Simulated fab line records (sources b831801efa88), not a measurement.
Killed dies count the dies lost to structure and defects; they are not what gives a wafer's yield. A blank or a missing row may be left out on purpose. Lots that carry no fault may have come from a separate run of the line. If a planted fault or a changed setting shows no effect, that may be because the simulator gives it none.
Which tool was responsible?	flow sky130	10 lots, 30 wafers sampled, at 5 steps of a route of 708

WHAT EACH GAUGE READ, for each wafer
SKY_METAL1_THK_MEAS_06: measures by xrf.
lot	measured	on	METAL1_ALCU_THK (nm)
L816	day 33 02:44	film_metro-04	265.2 261.5 264.1
L822	day 34 13:20	film_metro-02	259.5 261.0 261.1
L825	day 35 05:53	film_metro-02	259.0 260.1 259.3
L826	day 35 14:08	film_metro-03	260.6 258.4 256.4
L827	day 36 01:34	film_metro-04	260.0 258.8 258.5
L828	day 36 10:17	film_metro-02	257.7 259.4 261.3
L832	day 37 23:26	film_metro-02	261.7 259.2 259.9
L833	day 38 06:50	film_metro-03	260.2 260.3 260.0
L835	day 38 10:53	film_metro-03	261.1 264.9 263.7
L837	day 39 04:21	film_metro-04	262.8 263.2 261.4

SKY_VIA1_BOW_MEAS_03.
lot	measured	on	VIA1_BOW (um)
L816	day 34 07:03	film_metro-02	84 77 85
L822	day 35 17:12	film_metro-01	74 71 68
L825	day 36 09:46	film_metro-03	110 113 109
L826	day 36 17:12	film_metro-01	102 112 112
L827	day 37 05:19	film_metro-02	104 102 113
L828	day 37 13:19	film_metro-01	73 73 65
L832	day 39 02:22	film_metro-02	69 74 75
L833	day 39 09:04	film_metro-03	76 73 78
L835	day 39 12:32	film_metro-02	78 81 84
L837	day 40 05:13	film_metro-02	73 77 86

EACH LOT AND THE TOOL THAT RAN IT (in order: tool; ch and the chambers of the sampled wafers; start)
lot	SKY_METAL1_SPUTTER_01	SKY_METAL1_METAL_ETCH_19	SKY_VIA1_CMP_02
L816	pvd_sputter-03, day 33 02:29	rie_metal-04 ch 0,1, day 34 05:53	cmp-01 ch 2,3, day 34 06:47
L822	pvd_sputter-02, day 34 13:05	rie_metal-01 ch 0,1, day 35 15:41	cmp-01 ch 0,1,3, day 35 16:56
L825	pvd_sputter-03, day 35 05:39	rie_metal-01 ch 0,1, day 36 08:26	cmp-01 ch 1,2,3, day 36 09:31
L826	pvd_sputter-02, day 35 13:53	rie_metal-01 ch 1, day 36 16:02	cmp-01 ch 0,1,3, day 36 16:53
L827	pvd_sputter-02, day 36 01:20	rie_metal-04 ch 0, day 37 04:04	cmp-01 ch 0,1,3, day 37 05:07
L828	pvd_sputter-02, day 36 10:02	rie_metal-04 ch 0, day 37 12:04	cmp-01 ch 0,1,3, day 37 13:05
L832	pvd_sputter-04, day 37 23:11	rie_metal-01 ch 0,1, day 39 01:10	cmp-01 ch 0,1, day 39 02:04
L833	pvd_sputter-02, day 38 06:35	rie_metal-03 ch 0,1, day 39 07:51	cmp-01 ch 2,3, day 39 08:44
L835	pvd_sputter-03, day 38 10:39	rie_metal-03 ch 0, day 39 11:23	cmp-01 ch 0,2,3, day 39 12:20
L837	pvd_sputter-02, day 39 04:06	rie_metal-01 ch 1, day 40 03:38	cmp-02 ch 0,1,3, day 40 04:56
- SKY_METAL1_SPUTTER_01: material TiN, target thk 20 nm, time 16.7 s.
- SKY_METAL1_METAL_ETCH_19: etches the open film in Cl2/BCl3, stops on SiO2, target depth 360 nm, time 78 s.
- SKY_VIA1_CMP_02: polishes SiO2.

AS READ BY THE TOOLS THEMSELVES (means over the sampled wafers that have a number; for cases with no such wafer, the mark the record gives instead)
SKY_METAL1_SPUTTER_01.
lot	tool	throttle_valve_pct (%)
L816	pvd_sputter-03	28.4
L822	pvd_sputter-02	30.5
L825	pvd_sputter-03	29.2
L826	pvd_sputter-02	31.2
L827	pvd_sputter-02	30.7
L828	pvd_sputter-02	31.2
L832	pvd_sputter-04	30.2
L833	pvd_sputter-02	30.8
L835	pvd_sputter-03	29.3
L837	pvd_sputter-02	30.0

SKY_METAL1_METAL_ETCH_19.
lot	tool	bcl3_flow_sccm (sccm)	drypump_motor_current_A (A)	oes_product_au (a.u.)	throttle_valve_pct (%)
L816	rie_metal-04	29.95	5.6	0.848	22.260
L822	rie_metal-01	29.93	6.4	0.851	22.272
L825	rie_metal-01	29.90	6.4	0.850	22.261
L826	rie_metal-01	29.83	6.5	0.855	22.270
L827	rie_metal-04	29.96	5.6	0.845	22.259
L828	rie_metal-04	30.04	5.6	0.847	22.264
L832	rie_metal-01	29.93	6.4	0.850	22.262
L833	rie_metal-03	29.92	5.3	0.849	22.270
L835	rie_metal-03	30.01	5.2	0.850	22.269
L837	rie_metal-01	29.88	6.5	0.845	22.264

SKY_VIA1_CMP_02.
lot	tool	edge_zone_pressure_frac	head_pressure_psi (psi)	motor_current_A (A)
L816	cmp-01	1.002	4.002	12.9
L822	cmp-01	0.998	4.002	12.7
L825	cmp-01	-	-	-
L826	cmp-01	-	-	-
L827	cmp-01	-	-	-
L828	cmp-01	0.995	4.006	12.6
L832	cmp-01	1.002	3.995	12.7
L833	cmp-01	0.994	4.009	12.6
L835	cmp-01	0.995	4.005	12.2
L837	cmp-02	0.994	3.996	12.0

THE ANSWER, worked out from the rows above alone
Rule: what is usual is taken from the lots themselves. Put in order of their means at a reading, lots are off if they are a third of the lots or fewer, leave a main group of 4 or more, and stand apart from it by a gap of 3 or more times the standard deviation of the main group's means; of several such gaps the widest counts. Not used: any main group whose means are identical at the precision the tables above print for the reading. Also off: a lot with no number at a reading for which 4 or more lots have one. All remaining lots with rows at the step are treated as sound. After the gauges, taken in route order, come the tools' own readings; for these a lot's mean is taken, as printed above. At the first step where some lot is off, the reading lying furthest off is the one used; lots without a number count as furthest.
Off: L825, L826, L827, at SKY_VIA1_BOW_MEAS_03 (VIA1_BOW). Mean 76 um and standard deviation 4.4 in the main group.
If a tool, at a process step before that reading, ran all the lots that are off and no sound lot after the first of them, it fits. The gauges at SKY_VIA1_BOW_MEAS_03 aren't tried: what is off there is off at SKY_VIA1_CMP_02 too, on other tools, and a gauge's error can't cause that. Not one of the candidates tried fits.

WHAT THE SIMULATOR HAD PUT IN
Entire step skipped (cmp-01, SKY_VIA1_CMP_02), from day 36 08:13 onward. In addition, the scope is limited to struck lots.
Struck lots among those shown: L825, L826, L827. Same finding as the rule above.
